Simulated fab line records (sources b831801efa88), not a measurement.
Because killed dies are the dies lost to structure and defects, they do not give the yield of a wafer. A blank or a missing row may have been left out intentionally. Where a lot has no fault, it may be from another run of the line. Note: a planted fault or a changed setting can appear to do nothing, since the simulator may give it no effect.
fab line records    flow sky130
[record] lots = 14  wafers = 42  last-day = 50
route steps=708 shown SONOS_TUNNEL@166 POLY_GATE@205 LDD_N@248
lots untouched by any fault: they come from a run of this same line in which no faults occurred
start-h: the number of hours between the record's first day and the start of the first shown wafer of the lot    wait-h: hours elapsed since this lot's preceding step    " as in the row above    L1.1+2: several wafers, shown together as one row    - either no value or no given start    * or withheld: withheld    < > ~ a bound
route shown NAME@n: a module of which the file shows steps, and the number in the route of the first    usual: mean and standard deviation over wafers with no fault    same: alike in all rows    chamber/n: place in a boat    sites: per-site readings    _std_site: the standard deviation of these    _edge_site: outer sites' mean less inner sites'    radius-mm: how far each site lies from the wafer's centre    mask NAME#n: copy n    behind: tool/chamber where the wafer was last shaped    hold: the reason the lot was held/the length of the hold in hours/how it ended    device: the n, p or np transistor that did not switch    end of line: tests run on the same wafers once the route is complete    step lacking rows: just its recipe    killed: count of dies lost to structure and defects at first sort (not the wafer's yield)    map: a wafer's dies, marking killed ones x, the rest . and places with no die _
set.NAME: setting as actually run; set.NAME@STEP: the setting as run at that earlier step    model.NAME: the simulator's own value behind a step, which no gauge read
the route's steps for a sample of lots (tables are steps, rows are wafers)
services: when a tool's chamber went out of use (start-h, in hours from the record's first day, below 0 if earlier), for how many hours, and the reason
[[steps]]
[step SKY_SONOS_TUNNEL_TW_MEAS_12]
[usual] SONOS_TUNNEL_TW = 197.2/1.4
lot.wafer  tool           chamber  start-h  wait-h  SONOS_TUNNEL_TW
L313.2     film-metro-02  -        254.35   0.0     197.4
L313.3     "              -        "        "       197.6
L313.6     "              -        "        "       197.2
L315.1     film-metro-02  -        274.92   0.0     197.0
L315.2     "              -        "        "       196.7
L315.6     "              -        "        "       196.1
L323.3     film-metro-04  -        337.42   0.0     199.7
L323.5     "              -        "        "       198.8
L323.6     "              -        "        "       198.5
L324.2     film-metro-02  -        342.37   0.0     196.9
L324.4     "              -        "        "       196.5
L324.5     "              -        "        "       197.4
L325.3     film-metro-03  -        350.87   0.0     195.4
L325.4     "              -        "        "       194.2
L325.6     "              -        "        "       195.0
L326.2     film-metro-03  -        360.46   0.0     195.7
L326.3     "              -        "        "       196.5
L326.6     "              -        "        "       195.3
L327.1     film-metro-02  -        368.14   0.0     199.1
L327.2     "              -        "        "       198.4
L327.5     "              -        "        "       199.2
L328.1     film-metro-02  -        373.87   0.0     197.5
L328.4     "              -        "        "       197.6
L328.6     "              -        "        "       198.9
L329.4     film-metro-03  -        381.31   0.0     195.1
L329.5     "              -        "        "       195.5
L329.6     "              -        "        "       197.2
L330.2     film-metro-04  -        386.39   0.0     199.5
L330.5     "              -        "        "       199.5
L330.6     "              -        "        "       199.3
L331.3     film-metro-03  -        398.06   0.0     194.8
L331.4     "              -        "        "       195.3
L331.5     "              -        "        "       194.2
L332.2     film-metro-03  -        410.51   0.0     196.2
L332.4     "              -        "        "       195.5
L332.6     "              -        "        "       196.8
L334.1     film-metro-04  -        429.00   0.0     199.4
L334.4     "              -        "        "       200.1
L334.5     "              -        "        "       199.5
L335.3     film-metro-04  -        436.81   0.0     197.3
L335.4     "              -        "        "       198.6
L335.6     "              -        "        "       197.5
[step SKY_POLY_GATE_THK_MEAS_01]
[recipe] reads = poly-Si_of_POLY_GATE_CVD_00
[usual] POLY_GATE_CVD_00_THK = 180.1/1.5
lot.wafer  tool           chamber  start-h  wait-h  POLY_GATE_CVD_00_THK[nm]
L313.2     film-metro-03  -        319.37   0.0     182.4
L313.3     "              -        "        "       180.3
L313.6     "              -        "        "       182.6
L315.1     film-metro-01  -        347.90   0.0     182.3
L315.2     "              -        "        "       181.2
L315.6     "              -        "        "       181.9
L323.3     film-metro-03  -        406.70   0.0     178.4
L323.5     "              -        "        "       178.5
L323.6     "              -        "        "       178.6
L324.2     film-metro-03  -        413.91   0.0     180.8
L324.4     "              -        "        "       179.9
L324.5     "              -        "        "       181.6
L325.3     film-metro-01  -        438.45   0.0     182.5
L325.4     "              -        "        "       180.6
L325.6     "              -        "        "       180.4
L327.1     film-metro-04  -        439.96   0.0     179.6
L327.2     "              -        "        "       179.6
L327.5     "              -        "        "       180.6
L326.2     film-metro-01  -        439.97   0.0     181.6
L326.3     "              -        "        "       179.8
L326.6     "              -        "        "       181.1
L328.1     film-metro-03  -        444.34   0.0     178.4
L328.4     "              -        "        "       179.3
L328.6     "              -        "        "       180.4
L329.4     film-metro-03  -        455.95   0.0     181.1
L329.5     "              -        "        "       180.8
L329.6     "              -        "        "       181.5
L330.2     film-metro-04  -        458.26   0.0     181.6
L330.5     "              -        "        "       183.0
L330.6     "              -        "        "       183.1
L331.3     film-metro-01  -        467.65   0.0     179.9
L331.4     "              -        "        "       181.2
L331.5     "              -        "        "       179.7
L332.2     film-metro-03  -        482.54   0.0     181.0
L332.4     "              -        "        "       180.5
L332.6     "              -        "        "       181.3
L334.1     film-metro-04  -        502.51   0.0     179.4
L334.4     "              -        "        "       178.1
L334.5     "              -        "        "       179.9
L335.3     film-metro-03  -        510.06   0.0     180.7
L335.4     "              -        "        "       179.9
L335.6     "              -        "        "       180.6
[step SKY_POLY_GATE_ETCH_15]
[recipe] chemistry = N2/H2  target = BARC  ion-energy-ev = 200  source-w = 500  bias-w = 100  pressure-mtorr = 30  n2-flow-sccm = 100  h2-flow-sccm = 200  stop-on = SiO2  time-s = 118.5  target-depth-a = 1100
[usual] drypump-motor-current-A = 5.7/0.57  h2-flow-sccm = 200.0/0.57  oes-product-au = 0.716/0.0048  throttle-valve-pct = 13.212/0.0098
lot.wafer  tool         chamber  start-h  wait-h  drypump-motor-current-A  h2-flow-sccm  oes-product-au  rf-hours-counter-h  throttle-valve-pct
L313.2     rie-diel-02  1        375.48   0.0     6.5                      200.4         0.719           5                   13.216
L313.3     "            3        "        "       4.9                      200.3         0.718           64                  13.227
L313.6     "            1        "        "       6.5                      200.6         0.719           -                   13.204
L315.1     rie-diel-02  0        406.93   0.0     5.1                      199.7         0.715           68                  13.218
L315.2     "            3        "        "       4.8                      200.5         0.717           65                  13.224
L315.6     "            0        "        "       5.1                      199.3         0.710           -                   13.218
L323.3     rie-diel-04  3        469.28   0.0     5.6                      200.2         0.716           79                  13.222
L323.5     "            1        "        "       6.2                      199.7         0.721           -                   13.227
L323.6     "            3        "        "       5.7                      199.7         0.705           -                   13.215
L324.2     rie-diel-01  0        476.63   0.0     5.8                      200.1         0.718           55                  13.215
L324.4     "            3        "        "       6.6                      201.1         0.714           6                   13.222
L324.5     "            0        "        "       5.8                      199.0         0.713           -                   13.208
L325.3     rie-diel-04  1        501.13   0.0     6.2                      199.9         0.717           73                  13.221
L325.4     "            0        "        "       5.9                      199.7         0.712           89                  13.217
L325.6     "            1        "        "       6.2                      199.8         0.714           -                   13.204
L327.1     rie-diel-02  1        502.78   0.0     6.5                      199.6         0.716           8                   13.221
L327.2     "            2        "        "       5.4                      199.4         0.711           82                  13.220
L327.5     "            0        "        "       5.1                      200.3         0.718           -                   13.206
L326.2     rie-diel-01  0        504.33   0.0     5.8                      199.2         0.725           56                  13.224
L326.3     "            1        "        "       5.2                      198.9         0.719           1                   13.214
L326.6     "            1        "        "       5.2                      199.9         0.710           -                   13.215
L328.1     rie-diel-02  0        507.23   0.0     5.1                      199.8         0.713           70                  13.213
L328.4     "            1        "        "       6.4                      198.6         0.723           8                   13.237
L328.6     "            0        "        "       5.1                      200.1         0.712           -                   13.225
L329.4     rie-diel-01  3        519.13   0.0     6.6                      199.3         0.716           6                   13.217
L329.5     "            2        "        "       5.2                      199.8         0.719           -                   13.217
L329.6     "            1        "        "       5.1                      199.9         0.730           -                   13.215
L330.2     rie-diel-04  1        521.43   0.0     6.2                      200.7         0.717           74                  13.219
L330.5     "            3        "        "       5.6                      200.0         0.712           -                   13.209
L330.6     "            1        "        "       6.2                      200.5         0.714           -                   13.218
L331.3     rie-diel-01  1        530.23   0.0     5.2                      200.1         0.717           2                   13.210
L331.4     "            2        "        "       5.3                      199.8         0.717           86                  13.211
L331.5     "            3        "        "       6.6                      199.8         0.719           -                   13.200
L332.2     rie-diel-01  0        544.13   0.0     5.8                      199.5         0.720           57                  13.213
L332.4     "            0        "        "       5.8                      199.5         0.712           -                   13.206
L332.6     "            1        "        "       5.2                      200.4         0.721           -                   13.200
L334.1     rie-diel-02  0        564.85   0.0     5.1                      199.8         0.724           72                  13.226
L334.4     "            3        "        "       4.8                      199.3         0.717           -                   13.210
L334.5     "            1        "        "       6.5                      199.8         0.722           -                   13.194
L335.3     rie-diel-02  1        572.38   0.0     6.5                      199.3         0.717           9                   13.224
L335.4     "            1        "        "       6.5                      200.0         0.711           -                   13.197
L335.6     "            0        "        "       5.1                      200.2         0.716           -                   13.201
[step SKY_LDD_N_IMPLANT_11]
[recipe] species = As  energy-kev = 20  dose-cm2 = 7.5e+13  tilt-deg = withheld  rotation-deg = 293
[usual] beam-energy-keV = 20.001/0.0061  beam-on-s = 9.99/0.2
lot.wafer  tool          chamber  start-h  wait-h  beam-energy-keV  beam-on-s
L313.2     implanter-04  0        408.32   0.1     20.004           10.02
L313.3     "             0        "        "       20.000           9.80
L313.6     "             0        "        "       20.003           10.22
L315.1     implanter-01  0        439.91   0.1     20.001           9.67
L315.2     "             0        "        "       20.000           10.30
L315.6     "             0        "        "       19.998           10.04
L323.3     implanter-01  -        504.40   0.1     -                -
L323.5     "             -        "        "       -                -
L323.6     "             -        "        "       -                -
L324.2     implanter-01  -        510.34   0.1     -                -
L324.4     "             -        "        "       -                -
L324.5     "             -        "        "       -                -
L325.3     implanter-01  0        533.76   0.1     19.994           9.82
L325.4     "             0        "        "       19.997           9.76
L325.6     "             0        "        "       19.986           9.87
L327.1     implanter-03  0        534.81   0.1     20.005           10.44
L327.2     "             0        "        "       20.000           9.85
L327.5     "             0        "        "       20.005           10.24
L326.2     implanter-01  0        535.72   0.1     20.008           10.14
L326.3     "             0        "        "       19.995           9.98
L326.6     "             0        "        "       20.008           9.57
L328.1     implanter-01  0        539.41   0.1     20.005           10.04
L328.4     "             0        "        "       20.008           9.54
L328.6     "             0        "        "       20.011           9.99
L329.4     implanter-01  0        552.23   0.1     20.005           9.97
L329.5     "             0        "        "       20.001           9.74
L329.6     "             0        "        "       19.999           9.91
L330.2     implanter-04  0        553.29   0.1     20.012           9.84
L330.5     "             0        "        "       20.020           9.73
L330.6     "             0        "        "       19.993           10.26
L331.3     implanter-01  0        561.66   0.1     20.006           10.20
L331.4     "             0        "        "       19.996           9.96
L331.5     "             0        "        "       20.015           10.02
L332.2     implanter-04  0        576.62   0.1     19.991           9.88
L332.4     "             0        "        "       19.996           10.19
L332.6     "             0        "        "       20.002           10.32
L334.1     implanter-04  0        596.71   0.1     19.999           9.90
L334.4     "             0        "        "       20.010           9.83
L334.5     "             0        "        "       20.004           10.02
L335.3     implanter-03  0        603.56   0.1     20.001           9.72
L335.4     "             0        "        "       19.996           10.05
L335.6     "             0        "        "       20.008           9.75
[step SKY_LDD_N_STRIP_16]
[recipe] chemistry = O2/N2  power-w = 1400  pressure-mtorr = 1500  platen-temp-c = withheld  o2-flow-sccm = 3000  n2-flow-sccm = 300  overash-fraction = 0.5
[usual] drypump-motor-current-A = 5.9/0.47  oes-product-au = 0.407/0.0042  strip-time-to-endpoint-s = 4.317/0.014
lot.wafer  tool             chamber  start-h  wait-h  drypump-motor-current-A  oes-product-au  rf-hours-counter-h  strip-time-to-endpoint-s
L313.2     plasma-asher-03  0        409.05   0.1     6.8                      0.405           71                  4.303
L313.3     "                0        "        "       6.8                      0.404           -                   4.306
L313.6     "                1        "        "       5.8                      0.403           -                   4.287
L315.1     plasma-asher-01  0        440.66   0.1     5.5                      0.402           32                  4.314
L315.2     "                1        "        "       5.7                      0.414           32                  4.302
L315.6     "                1        "        "       5.8                      0.410           -                   4.311
L323.3     plasma-asher-03  0        505.13   0.1     6.8                      0.407           -                   4.102
L323.5     "                0        "        "       6.7                      0.401           -                   4.139
L323.6     "                1        "        "       5.8                      0.404           -                   4.114
L324.2     plasma-asher-04  1        511.06   0.1     5.9                      0.411           68                  4.154
L324.4     "                1        "        "       5.9                      0.412           -                   4.146
L324.5     "                1        "        "       5.9                      0.410           -                   4.125
L325.3     plasma-asher-03  1        534.50   0.1     5.8                      0.411           -                   4.332
L325.4     "                0        "        "       6.7                      0.409           -                   4.326
L325.6     "                0        "        "       6.8                      0.412           -                   4.325
L327.1     plasma-asher-03  1        535.56   0.1     5.8                      0.405           10                  4.328
L327.2     "                0        "        "       6.7                      0.403           10                  4.305
L327.5     "                1        "        "       5.8                      0.411           -                   4.337
L326.2     plasma-asher-01  1        536.45   0.1     5.7                      0.407           41                  4.304
L326.3     "                0        "        "       5.5                      0.406           -                   4.306
L326.6     "                0        "        "       5.5                      0.407           -                   4.298
L328.1     plasma-asher-03  1        540.16   0.1     5.8                      0.409           11                  4.312
L328.4     "                0        "        "       6.8                      0.408           -                   4.305
L328.6     "                0        "        "       6.7                      0.408           -                   4.300
L329.4     plasma-asher-01  0        552.94   0.1     5.5                      0.407           -                   4.335
L329.5     "                0        "        "       5.5                      0.414           -                   4.329
L329.6     "                1        "        "       5.7                      0.405           -                   4.341
L330.2     plasma-asher-03  0        554.01   0.1     6.8                      0.410           12                  4.335
L330.5     "                1        "        "       5.8                      0.410           -                   4.338
L330.6     "                0        "        "       6.7                      0.399           -                   4.333
L331.3     plasma-asher-01  1        562.39   0.1     5.8                      0.410           -                   4.330
L331.4     "                0        "        "       5.4                      0.399           -                   4.309
L331.5     "                1        "        "       5.7                      0.402           -                   4.316
L332.2     plasma-asher-04  0        577.35   0.1     5.3                      0.411           74                  4.331
L332.4     "                1        "        "       5.9                      0.402           -                   4.337
L332.6     "                1        "        "       5.9                      0.407           -                   4.347
L334.1     plasma-asher-03  1        597.46   0.1     5.8                      0.408           16                  4.310
L334.4     "                1        "        "       5.8                      0.411           -                   4.322
L334.5     "                0        "        "       6.7                      0.402           -                   4.310
L335.3     plasma-asher-03  1        604.30   0.1     5.8                      0.402           -                   4.308
L335.4     "                0        "        "       6.8                      0.409           -                   4.308
L335.6     "                0        "        "       6.8                      0.405           -                   4.315
[step SKY_LDD_N_TW_MEAS_17]
[usual] LDD_N_TW = 2592/10
lot.wafer  tool           chamber  start-h  wait-h  LDD_N_TW
L313.2     film-metro-04  -        409.16   0.1     2619
L313.3     "              -        "        "       2598
L313.6     "              -        "        "       2616
L315.1     film-metro-04  -        440.76   0.1     2593
L315.2     "              -        "        "       2587
L315.6     "              -        "        "       2587
L323.3     film-metro-02  -        505.22   0.1     2434
L323.5     "              -        "        "       2443
L323.6     "              -        "        "       2446
L324.2     film-metro-02  -        511.17   0.1     2451
L324.4     "              -        "        "       2437
L324.5     "              -        "        "       2449
L325.3     film-metro-04  -        534.58   0.1     2579
L325.4     "              -        "        "       2583
L325.6     "              -        "        "       2593
L327.1     film-metro-01  -        535.66   0.1     2599
L327.2     "              -        "        "       2597
L327.5     "              -        "        "       2592
L326.2     film-metro-04  -        536.56   0.1     2574
L326.3     "              -        "        "       2576
L326.6     "              -        "        "       2588
L328.1     film-metro-02  -        540.26   0.1     2595
L328.4     "              -        "        "       2594
L328.6     "              -        "        "       2591
L329.4     film-metro-04  -        553.04   0.1     2611
L329.5     "              -        "        "       2599
L329.6     "              -        "        "       2606
L330.2     film-metro-02  -        554.12   0.1     2599
L330.5     "              -        "        "       2590
L330.6     "              -        "        "       2602
L331.3     film-metro-01  -        562.48   0.1     2604
L331.4     "              -        "        "       2593
L331.5     "              -        "        "       2589
L332.2     film-metro-04  -        577.46   0.1     2596
L332.4     "              -        "        "       2603
L332.6     "              -        "        "       2602
L334.1     film-metro-04  -        597.56   0.1     2593
L334.4     "              -        "        "       2594
L334.5     "              -        "        "       2593
L335.3     film-metro-04  -        604.38   0.1     2594
L335.4     "              -        "        "       2597
L335.6     "              -        "        "       2600
[[services]]
tool             chamber  start-h  hours  kind
plasma-asher-03  -        421.25   9.0    pm
plasma-asher-03  0        421.25   9.0    vent-cycle
plasma-asher-03  1        421.25   9.0    vent-cycle
rie-diel-04      -        428.79   0.4    repair
rie-diel-01      2        435.37   6.6    repair
rie-diel-02      3        447.53   4.0    repair
implanter-03     -        450.06   6.0    pm
rie-diel-02      0        453.88   2.1    repair
rie-diel-04      0        459.20   14.5   repair
plasma-asher-01  -        459.42   1.8    repair
implanter-01     -        462.93   1.4    repair
rie-diel-02      3        463.79   1.3    repair
implanter-01     -        482.20   1.6    repair
rie-diel-04      0        494.58   1.5    repair
plasma-asher-04  -        498.43   7.4    repair
plasma-asher-03  -        514.66   2.8    pm
implanter-03     -        560.48   12.0   pm
implanter-04     -        577.35   17.1   pm
rie-diel-02      3        582.85   5.9    repair
rie-diel-01      3        583.31   13.7   repair
implanter-03     -        583.63   3.0    repair
rie-diel-04      2        587.20   2.8    repair
implanter-03     -        588.26   1.7    repair
rie-diel-04      1        589.44   22.7   repair
[[key]]
[first-sign] step = SKY_LDD_N_IMPLANT_11  reading = tool-record  direction = missing
[effect] step = SKY_LDD_N_STRIP_16  reading = strip-time-to-endpoint-s  direction = down  sigmas = 13  usual = *  struck = *
[effect] step = SKY_LDD_N_TW_MEAS_17  reading = LDD_N_TW  direction = down  sigmas = 15  usual = 2592  struck = 2443
met-at SKY_LDD_N_IMPLANT_11
struck-lots L323,L324
later-rows-left-out L323.3,L323.5,L323.6,L324.2,L324.4,L324.5
sort-left-out L323.3,L323.5,L323.6,L324.2,L324.4,L324.5
tester-left-out L323,L324
not-acting-at SKY_SONOS_TUNNEL_TW_MEAS_12,SKY_POLY_GATE_THK_MEAS_01,SKY_POLY_GATE_ETCH_15
onset-between 439.91 504.40
[fault] kind = skipped-step-whole  tool = implanter-01  chamber = -  onset-h = 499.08  steps = SKY_LDD_N_IMPLANT_11  scope = struck-lots-only
// tester-left-out: of these lots the tester's yield and bins aren't shown, on N5 and GAA mostly nor the transistor test; their killed dies are dies lost to structure and defects alone, not to doping, threshold or leakage, so they don't give the yield
// sort-left-out: the simulated sort isn't trusted on such a fault, so these wafers' sort isn't shown, and their yield isn't known
// later-rows-left-out: the simulator's readings of these wafers behind a module that went badly wrong aren't trusted and aren't shown, but for the sort
